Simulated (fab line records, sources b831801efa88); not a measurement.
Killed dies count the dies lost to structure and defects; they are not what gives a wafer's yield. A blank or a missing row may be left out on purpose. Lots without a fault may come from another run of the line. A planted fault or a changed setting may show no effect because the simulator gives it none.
A lot that was struck, set against a sound lot + flow gf180mcu + 15 steps out of a route of 602
Sound: wafers L230.1, L230.3, L230.5. Struck: wafer L243.5 (left out: L243.2, L243.6 of the same lot, which were not struck); the cause appears at the end.
Order at every step that has rows: each side's tool, ch and its chambers, its first start. Under that, the readings that differ: sound wafers + struck wafers + difference of the means + sigmas: that difference in standard deviations of wafers without a fault.
alike: a reading whose means differ by less than 2 such deviations, as well as words and numbers matching on both sides. not compared: withheld readings; readings where some wafer has no value; bounds like >300 that might hide an equal value; numbers whose values overlap and for which the record gives no deviation.
A row with sigmas, a row that says differs or no value, or rows on one side alone: a step with any of these is where the two part. Numbers that don't overlap but have no deviation are shown without sigmas and don't part them. A reading missing from all wafers of one side parts the sides only when that side holds two or more wafers.

first, 4 steps without rows for these wafers: GF_V4_SOFTBAKE_10 (time 60 s); GF_V4_EXPOSE_11 (exposes mask Via4, target cd 260 nm); GF_V4_PEB_12 (peb time 90 s); GF_V4_DEVELOP_13 (develop time 60 s).
GF_V4_CD_MEAS_14: the cd target is 260 nm.
  sound: cd-sem-01 at day 24 06:35; struck: cd-sem-01 at day 29 10:56
  alike: cd-nm
GF_V4_OVL_MEAS_15:
  sound: overlay-02 at day 24 06:42; struck: overlay-02 at day 29 11:02
  alike: V4_OVL
GF_V4_ETCH_16: etches BARC in N2/H2.
  sound on rie-diel-01 ch 0,3, day 24 06:44; struck on rie-diel-01 ch 1, day 29 11:04
  alike: bias-w, chamber-pressure-mTorr, drypump-motor-current-A, oes-product-au, throttle-valve-pct
GF_V4_ETCH_17: etches SiO2 in C4F8/O2/Ar, stops on TiN, target depth 630 nm.
  sound on rie-diel-01 ch 0,3; struck on rie-diel-01 ch 1
  alike: bias-w, chamber-pressure-mTorr, oes-product-au
GF_V4_STRIP_18: strips in O2/N2.
  sound on plasma-asher-03 ch 0,1, day 24 06:52; struck on plasma-asher-04 ch 0, day 29 11:12
  alike: chamber-pressure-mTorr, drypump-motor-current-A, heater-power-w, oes-product-au
  not compared: rf-hours-counter-h
then, 2 steps without rows for these wafers: GF_V4_STRIP_19 (strips in post etch residue remover, time 1200 s); GF_V4_CLEAN_20 (cleans in DIW).
GF_V4_SPUTTER_21: material Ti, target thk 15 nm, time 80.02 s.
  sound: pvd-sputter-03 at day 24 07:24; struck: pvd-sputter-02 at day 29 11:44
  alike: chamber-pressure-pa, throttle-valve-pct
GF_V4_SPUTTER_22: material TiN, target thk 10 nm, time 40 s.
  sound: pvd-sputter-03 at day 24 07:28; struck: pvd-sputter-02 at day 29 11:47
| reading                                | sound             | struck | difference | sigmas |
|----------------------------------------|-------------------|--------|------------|--------|
| chamber-pressure-pa (Pa)               | 5.002 5.015 5.000 | 5.686  | +0.680     | +68    |
| model.TiN_of_V4_SPUTTER_22.thk-nm (nm) | 10.18 10.12 10.14 | 8.807  | -1.340     |        |
  alike: throttle-valve-pct
GF_V4_CVD_23: deposits W, target thk 350 nm, time 104.9 s.
  sound on cvd-w-01 ch 0,1, day 24 07:30; struck on cvd-w-02 ch 1, day 29 11:50
  alike: chamber-pressure-Torr, heater-power-w
GF_PASSIVATION_PROBE_99:
  the record holds rows for the sound wafers here (prober-02, day 29 01:40) but none for the struck ones

WHERE THEY PART
First at GF_V4_SPUTTER_22; last, within this record, at GF_PASSIVATION_PROBE_99.

WHY: the cause the simulator had injected
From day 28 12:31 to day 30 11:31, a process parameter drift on pvd-sputter-02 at GF_V4_SPUTTER_22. A move of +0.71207 in setting chamber-pressure-pa, from 5. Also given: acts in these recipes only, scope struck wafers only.
